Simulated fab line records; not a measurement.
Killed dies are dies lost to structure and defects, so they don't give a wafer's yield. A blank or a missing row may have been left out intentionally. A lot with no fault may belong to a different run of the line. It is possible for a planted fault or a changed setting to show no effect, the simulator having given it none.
Which tool was responsible? ; flow sky130 ; 13 lots, 39 wafers sampled, at 3 steps of a route of 708

## WHAT THE GAUGES READ, wafer by wafer
SKY_LDD_P_CD_MEAS_07 targets a cd of 380 nm.
lot;measured;on;cd_nm (nm)
L662;day 19 12:35;cd_sem-02;385.2 383.1 383.2
L661;day 19 12:52;cd_sem-01;375.5 376.6 375.6
L663;day 20 08:43;cd_sem-01;379.3 379.1 379.9
L665;day 20 15:49;cd_sem-01;380.3 380.8 379.5
L668;day 21 17:43;cd_sem-01;376.0 374.6 372.5
L669;day 22 05:06;cd_sem-01;377.9 379.5 379.5
L675;day 24 14:59;cd_sem-02;378.3 374.9 376.7
L676;day 24 16:31;cd_sem-01;377.0 379.9 378.5
L680;day 25 16:22;cd_sem-02;376.6 380.0 376.1
L681;day 26 02:06;cd_sem-01;380.0 384.1 382.4
L682;day 26 05:42;cd_sem-02;378.7 382.2 380.2
L683;day 26 10:29;cd_sem-01;376.7 378.0 377.9
L684;day 26 22:28;cd_sem-01;379.8 380.6 380.7

SKY_LDD_HVP_TW_MEAS_10.
lot;measured;on;LDD_HVP_TW
L662;day 22 02:29;film_metro-01;463 466 463
L661;day 22 02:47;film_metro-04;454 454 453
L663;day 22 22:33;film_metro-01;467 465 464
L665;day 23 04:38;film_metro-01;467 467 466
L668;day 24 06:28;film_metro-03;454 454 458
L669;day 24 17:13;film_metro-01;465 466 467
L675;day 27 02:09;film_metro-04;455 454 452
L676;day 27 04:30;film_metro-04;453 453 451
L680;day 28 03:21;film_metro-04;450 450 451
L681;day 28 12:44;film_metro-01;466 465 465
L682;day 28 16:08;film_metro-01;467 467 464
L683;day 28 20:12;film_metro-01;467 468 469
L684;day 29 09:03;film_metro-01;466 463 466

## WHAT TOOL EACH LOT RAN ON (gives the tool, then ch and the chambers of the sampled wafers, and finally the start)
lot;SKY_LDD_HVN_STRIP_09
L662;plasma_asher-01 ch 0,1, day 20 19:36
L661;plasma_asher-03 ch 0,1, day 20 19:48
L663;plasma_asher-02 ch 0,1, day 21 16:03
L665;plasma_asher-03 ch 0,1, day 21 22:34
L668;plasma_asher-03 ch 1, day 23 00:13
L669;plasma_asher-01 ch 0,1, day 23 11:34
L675;plasma_asher-01 ch 0,1, day 25 20:51
L676;plasma_asher-03 ch 0,1, day 25 22:27
L680;plasma_asher-03 ch 0,1, day 26 22:06
L681;plasma_asher-03 ch 0,1, day 27 08:02
L682;plasma_asher-02 ch 0,1, day 27 11:25
L683;plasma_asher-03 ch 0,1, day 27 15:48
L684;plasma_asher-01 ch 0,1, day 28 04:24
- SKY_LDD_HVN_STRIP_09: strips in O2/N2.

## WHAT THE TOOLS THEMSELVES READ (means of the sampled wafers that have a number; where no wafer has one, the mark that the record gives instead)
SKY_LDD_HVN_STRIP_09.
lot;tool;chamber_pressure_mTorr (mTorr);drypump_motor_current_A (A);oes_product_au (a.u.);strip_time_to_endpoint_s (s)
L662;plasma_asher-01;1501.1;5.7;0.406;4.139
L661;plasma_asher-03;1499.5;6.1;0.408;4.123
L663;plasma_asher-02;1499.8;5.8;0.403;4.128
L665;plasma_asher-03;1499.4;6.1;0.413;4.126
L668;plasma_asher-03;1499.7;6.0;0.409;4.129
L669;plasma_asher-01;1498.3;5.7;0.406;4.122
L675;plasma_asher-01;1498.7;5.7;0.409;4.136
L676;plasma_asher-03;1499.8;6.1;0.410;4.133
L680;plasma_asher-03;1501.3;6.0;0.406;4.128
L681;plasma_asher-03;1498.8;6.1;0.404;4.124
L682;plasma_asher-02;1500.7;6.1;0.410;4.148
L683;plasma_asher-03;1502.5;6.0;0.408;4.155
L684;plasma_asher-01;1500.6;5.7;0.407;4.145

## THE ANSWER, worked out from the rows above alone
Rule: what is usual is taken from the lots themselves. Put in order of their means at a reading, lots are off if they are a third of the lots or fewer, leave a main group of 4 or more, and stand apart from it by a gap of 3 or more times the standard deviation of the main group's means; of several such gaps the widest counts. Not used: any main group whose means are identical at the precision the tables above print for the reading. A lot without any number at a reading at which 4 lots or more have one is off too. Any other lot the step has rows for is counted as sound. The gauges are gone through in route order, then the tools' own readings, and for those a lot's mean is taken as printed above. The first step at which some lot is off is used, and at that step the reading that is off furthest; a lot without a number counts as furthest.
No lot is off at any reading shown: from this, nothing can be told.

## WHAT HAD BEEN PUT IN BY THE SIMULATOR
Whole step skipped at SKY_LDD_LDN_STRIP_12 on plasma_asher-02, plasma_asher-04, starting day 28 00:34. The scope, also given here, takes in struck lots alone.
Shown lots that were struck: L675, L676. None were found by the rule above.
